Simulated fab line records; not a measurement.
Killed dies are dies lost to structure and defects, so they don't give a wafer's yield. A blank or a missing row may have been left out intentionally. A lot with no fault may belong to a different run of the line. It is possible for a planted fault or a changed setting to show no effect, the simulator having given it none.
The tool behind it: which one? | flow gf180mcu | Sampling: 14 lots, 42 wafers, 6 of 602 route steps

== WHAT THE GAUGES READ, wafer by wafer ==
GF_DNWELL_TW_MEAS_09.
lot  | measured    | on            | DNWELL_TW
L261 | day 2 22:48 | film metro-02 | 1363 1366 1361
L262 | day 3 14:30 | film metro-02 | 1354 1353 1352
L263 | day 3 14:20 | film metro-02 | 1365 1364 1360
L264 | day 3 14:41 | film metro-02 | 1353 1365 1356
L265 | day 3 19:44 | film metro-02 | 1368 1377 1374
L266 | day 4 04:02 | film metro-02 | 1374 1370 1365
L269 | day 4 12:10 | film metro-02 | 1362 1360 1369
L268 | day 4 12:38 | film metro-03 | 1363 1354 1363
L270 | day 4 19:35 | film metro-01 | 1350 1354 1354
L274 | day 5 13:54 | film metro-02 | 1350 1336 1354
L275 | day 6 01:13 | film metro-01 | 1352 1349 1350
L278 | day 6 11:25 | film metro-01 | 1365 1350 1353
L282 | day 7 10:10 | film metro-01 | 1354 1359 1356
L284 | day 7 20:33 | film metro-03 | 1348 1350 1349

GF_LVPWELL_TW_MEAS_11.
lot  | measured    | on            | LVPWELL_TW
L261 | day 4 00:40 | film metro-04 | 550 551 551
L262 | day 4 16:52 | film metro-03 | 559 563 566
L263 | day 4 16:10 | film metro-03 | 562 563 561
L264 | day 4 16:53 | film metro-04 | 552 549 552
L265 | day 4 23:01 | film metro-03 | 564 561 560
L266 | day 5 07:41 | film metro-03 | 567 562 567
L269 | day 5 15:47 | film metro-03 | 565 564 562
L268 | day 5 16:43 | film metro-04 | 554 556 559
L270 | day 6 00:22 | film metro-03 | 562 564 562
L274 | day 6 20:03 | film metro-03 | 341 344 342
L275 | day 7 06:53 | film metro-03 | 344 344 345
L278 | day 7 18:31 | film metro-03 | 565 567 565
L282 | day 8 19:28 | film metro-03 | 562 560 562
L284 | day 9 05:22 | film metro-03 | 562 563 558

GF_VT_IMPLANT_RS_MEAS_48: a four-point-probe measurement.
lot  | measured     | on            | LVPWELL_RS (ohm/sq)
L261 | day 7 16:31  | film metro-01 | 1200.7 1197.9 1197.0
L262 | day 8 11:59  | film metro-01 | 1199.2 1195.3 1201.7
L263 | day 8 11:19  | film metro-01 | 1202.0 1200.3 1204.1
L264 | day 8 13:12  | film metro-04 | 1193.1 1195.2 1193.0
L265 | day 8 19:05  | film metro-01 | 1199.3 1196.6 1200.6
L266 | day 9 05:35  | film metro-01 | 1197.6 1198.0 1198.3
L269 | day 9 13:59  | film metro-01 | 1195.9 1193.6 1199.1
L268 | day 9 15:18  | film metro-04 | 1188.8 1195.0 1190.4
L270 | day 10 01:02 | film metro-01 | 1194.2 1192.9 1192.5
L274 | day 11 01:31 | film metro-04 | 3808.2 3825.5 3831.0
L275 | day 11 11:55 | film metro-01 | 3809.7 3802.7 3797.2
L278 | day 12 02:52 | film metro-03 | 1201.0 1196.1 1196.7
L282 | day 13 09:47 | film metro-03 | 1200.1 1196.6 1197.4
L284 | day 13 21:13 | film metro-01 | 1194.9 1197.3 1198.1

== WHICH TOOL RAN EACH LOT (tool, then ch and the chambers of the sampled wafers, then the start) ==
lot  | GF_STI_ETCH_13                    | GF_DNWELL_STRIP_08                  | GF_LVPWELL_IMPLANT_08
L261 | rie diel-02 ch 0,2,3, day 2 03:02 | plasma asher-02 ch 0,1, day 2 22:42 | implanter-01 ch 0, day 4 00:16
L262 | rie diel-02 ch 0,3, day 2 06:28   | plasma asher-04 ch 0,1, day 3 14:24 | implanter-04 ch 0, day 4 16:28
L263 | rie diel-01 ch 0,2,3, day 2 14:23 | plasma asher-03 ch 0,1, day 3 14:14 | implanter-01 ch 0, day 4 15:46
L264 | rie diel-02 ch 0,2,3, day 2 19:52 | plasma asher-03 ch 0,1, day 3 14:35 | implanter-01 ch 0, day 4 16:29
L265 | rie diel-02 ch 1,2, day 3 02:24   | plasma asher-03 ch 0,1, day 3 19:38 | implanter-01 ch 0, day 4 22:37
L266 | rie diel-03 ch 1,2, day 3 09:59   | plasma asher-03 ch 0,1, day 4 03:56 | implanter-03 ch 0, day 5 07:17
L269 | rie diel-03 ch 0,1,2, day 3 18:10 | plasma asher-03 ch 0,1, day 4 12:05 | implanter-01 ch 0, day 5 15:25
L268 | rie diel-01 ch 0,1,2, day 3 18:48 | plasma asher-04 ch 0,1, day 4 12:33 | implanter-04 ch 0, day 5 16:21
L270 | rie diel-01 ch 1,2, day 4 01:38   | plasma asher-04 ch 0,1, day 4 19:29 | implanter-01 ch 0, day 5 23:58
L274 | rie diel-03 ch 0,2, day 4 19:21   | plasma asher-03 ch 1, day 5 13:48   | implanter-01, day 6 19:39
L275 | rie diel-01 ch 0,1, day 5 05:35   | plasma asher-03 ch 0,1, day 6 01:06 | implanter-03, day 7 06:30
L278 | rie diel-02 ch 1,3, day 5 16:02   | plasma asher-03 ch 0,1, day 6 11:19 | implanter-03 ch 0, day 7 18:07
L282 | rie diel-01 ch 1,3, day 6 13:32   | plasma asher-02 ch 0,1, day 7 10:04 | implanter-03 ch 0, day 8 19:05
L284 | rie diel-03 ch 1,2,3, day 7 00:10 | plasma asher-02 ch 0, day 7 20:27   | implanter-01 ch 0, day 9 04:58
- GF_STI_ETCH_13: etches the open film in CHF3/O2, stops on Si, target depth 282.31 nm, time 112.9 s.
- GF_DNWELL_STRIP_08: strips in O2/N2.
- GF_LVPWELL_IMPLANT_08

== AS READ BY THE TOOLS THEMSELVES (means over the sampled wafers that have a number; for cases with no such wafer, the mark the record gives instead) ==
GF_STI_ETCH_13.
lot  | tool        | drypump motor current A (A) | oes product au (a.u.) | throttle valve pct (%)
L261 | rie diel-02 | 5.2                         | 0.829                 | 8.812
L262 | rie diel-02 | 5.1                         | 0.838                 | 8.809
L263 | rie diel-01 | 5.7                         | 0.832                 | 8.813
L264 | rie diel-02 | 5.2                         | 0.832                 | 8.809
L265 | rie diel-02 | 5.9                         | 0.834                 | 8.817
L266 | rie diel-03 | 5.5                         | 0.837                 | 8.804
L269 | rie diel-03 | 5.9                         | 0.833                 | 8.817
L268 | rie diel-01 | 5.3                         | 0.833                 | 8.804
L270 | rie diel-01 | 5.1                         | 0.832                 | 8.806
L274 | rie diel-03 | 5.5                         | 0.833                 | 8.806
L275 | rie diel-01 | 5.3                         | 0.835                 | 8.802
L278 | rie diel-02 | 6.3                         | 0.831                 | 8.806
L282 | rie diel-01 | 5.7                         | 0.834                 | 8.815
L284 | rie diel-03 | 5.7                         | 0.832                 | 8.818

GF_DNWELL_STRIP_08.
lot  | tool            | drypump motor current A (A) | heater power w (W) | oes product au (a.u.) | strip time to endpoint s (s)
L261 | plasma asher-02 | 5.4                         | 348                | 0.717                 | 36.94
L262 | plasma asher-04 | 5.7                         | 363                | 0.730                 | 36.88
L263 | plasma asher-03 | 6.1                         | 342                | 0.724                 | 37.03
L264 | plasma asher-03 | 5.6                         | 351                | 0.722                 | 36.82
L265 | plasma asher-03 | 5.6                         | 352                | 0.719                 | 36.91
L266 | plasma asher-03 | 5.6                         | 348                | 0.728                 | 36.94
L269 | plasma asher-03 | 6.1                         | 343                | 0.720                 | 37.10
L268 | plasma asher-04 | 5.6                         | 367                | 0.722                 | 36.88
L270 | plasma asher-04 | 5.6                         | 346                | 0.725                 | 37.04
L274 | plasma asher-03 | 6.4                         | 340                | 0.725                 | 36.97
L275 | plasma asher-03 | 6.1                         | 340                | 0.723                 | 36.95
L278 | plasma asher-03 | 6.0                         | 344                | 0.721                 | 37.02
L282 | plasma asher-02 | 5.4                         | 329                | 0.725                 | 36.95
L284 | plasma asher-02 | 5.4                         | 356                | 0.720                 | 36.93

GF_LVPWELL_IMPLANT_08.
lot  | tool         | beam energy keV | beam on s (s)
L261 | implanter-01 | 169.94          | 10.07
L262 | implanter-04 | 169.96          | 9.88
L263 | implanter-01 | 169.95          | 10.07
L264 | implanter-01 | 170.00          | 9.83
L265 | implanter-01 | 170.01          | 10.17
L266 | implanter-03 | 170.03          | 10.20
L269 | implanter-01 | 170.03          | 10.00
L268 | implanter-04 | 170.05          | 10.08
L270 | implanter-01 | 169.96          | 9.77
L274 | implanter-01 | -               | -
L275 | implanter-03 | -               | -
L278 | implanter-03 | 170.05          | 10.16
L282 | implanter-03 | 169.94          | 9.98
L284 | implanter-01 | 170.02          | 10.06

== THE ANSWER, worked out from the rows above alone ==
Rule: the usual values come from the lots themselves. The widest of any qualifying gaps counts: lots, ordered by their means at a reading, are off when they make up no more than a third of the lots, leave a main group of 4 or more, and stand apart from it by 3 or more times the standard deviation of that group's means. Not used: any main group whose means are identical at the precision the tables above print for the reading. A lot without any number at a reading at which 4 lots or more have one is off too. All remaining lots with rows at the step are treated as sound. First the gauges in route order, then the tools' own readings, where a lot's mean is used as printed above. The first step at which some lot is off is used, and at that step the reading that is off furthest; a lot without a number counts as furthest.
Off: L274, L275, seen at GF_LVPWELL_TW_MEAS_11 (LVPWELL_TW). The main group: mean 560, standard deviation 4.8.
If a tool, at a process step before that reading, ran all the lots that are off and no sound lot after the first of them, it fits. The gauges at GF_LVPWELL_TW_MEAS_11 aren't tried: what is off there is off at GF_VT_IMPLANT_RS_MEAS_48 too, on other tools, and a gauge's error can't cause that. None of those tried fits.

== WHAT WAS PUT IN BY THE SIMULATOR ==
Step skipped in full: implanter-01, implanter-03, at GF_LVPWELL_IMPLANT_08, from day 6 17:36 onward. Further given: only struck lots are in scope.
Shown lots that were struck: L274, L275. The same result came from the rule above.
